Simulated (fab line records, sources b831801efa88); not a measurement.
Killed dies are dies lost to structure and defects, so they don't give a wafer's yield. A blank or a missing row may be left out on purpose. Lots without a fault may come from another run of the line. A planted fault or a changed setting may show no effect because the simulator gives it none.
One fault seen from 2 desks | flow gf180mcu | each desk has only its own numbers; what lay behind them comes last

THE METROLOGY DESK
What the gauges read, lot by lot, whatever tool the lot ran on: means of the sampled wafers that have a number. A lot is out of limits, marked OUT, if its mean lies more than 4 standard deviations from the usual mean; the brackets give that distance.
Columns: A = V1_CVD_00_THK at GF_V1_THK_MEAS_01, usual 598 nm; B = M3_ALCU_THK at GF_M3_THK_MEAS_06, usual 450 nm
lot  | first seen here | A   | B
L182 | day 17 00:14    | 603 | 452
L183 | day 17 10:49    | 591 | 460
L184 | day 17 17:31    | 592 | 451
L185 | day 18 02:50    | 599 | 451
L187 | day 19 06:02    | 601 | 447
L189 | day 19 22:17    | 608 | 454
L190 | day 20 02:50    | 608 | 450
L192 | day 20 23:39    | 593 | 443
L193 | day 21 07:22    | 602 | 457
L194 | day 21 15:11    | 598 | 456
L200 | day 23 17:49    | 598 | 458
L202 | day 24 04:50    | 593 | 441
L203 | day 24 12:50    | 600 | 449
L204 | day 24 19:29    | 597 | 441
This desk's finding: nothing out of limits on any of the 14 lots.

THE TOOL OWNER'S DESK: implanter-02
The tool's own readings at GF_DNWELL_IMPLANT_07: means of the sampled wafers that have a number, for each lot that ran on this tool. A lot is out of limits, marked OUT, if its mean lies more than 4 standard deviations from the usual mean; the brackets give that distance.
Columns: A = dose_ions_cm2 at GF_DNWELL_IMPLANT_07, usual 9.997e+12
lot  | first seen here | A
L184 | day 3 05:27     | 1.000e+13
L189 | day 4 09:18     | 9.997e+12
L194 | day 5 08:58     | 9.985e+12
L202 | day 7 05:36     | 9.718e+12 (-23) OUT
L204 | day 7 13:59     | 9.718e+12 (-23) OUT
This desk's finding: out of limits on L202, L204; first on L202, day 7 05:36 (dose_ions_cm2 at GF_DNWELL_IMPLANT_07). In limits: L184, L189, L194.

PUT TOGETHER
The tool owner's desk could have raised an alarm at day 7 05:36, on L202, L204.
The metrology desk saw nothing out of limits.
The metrology desk has L202, L204 on record, within its limits.
Of the lots named, all ran GF_DNWELL_IMPLANT_07 on implanter-02.

WHAT THE SIMULATOR HAD PUT IN
Process parameter drift: implanter-02, from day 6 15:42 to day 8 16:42, at GF_DNWELL_IMPLANT_07. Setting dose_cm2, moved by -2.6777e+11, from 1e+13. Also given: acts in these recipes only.
Lots struck among those shown: L202, L204.
Hours from the fault's start to each desk's first reading out of limits: the tool owner's desk, 14.
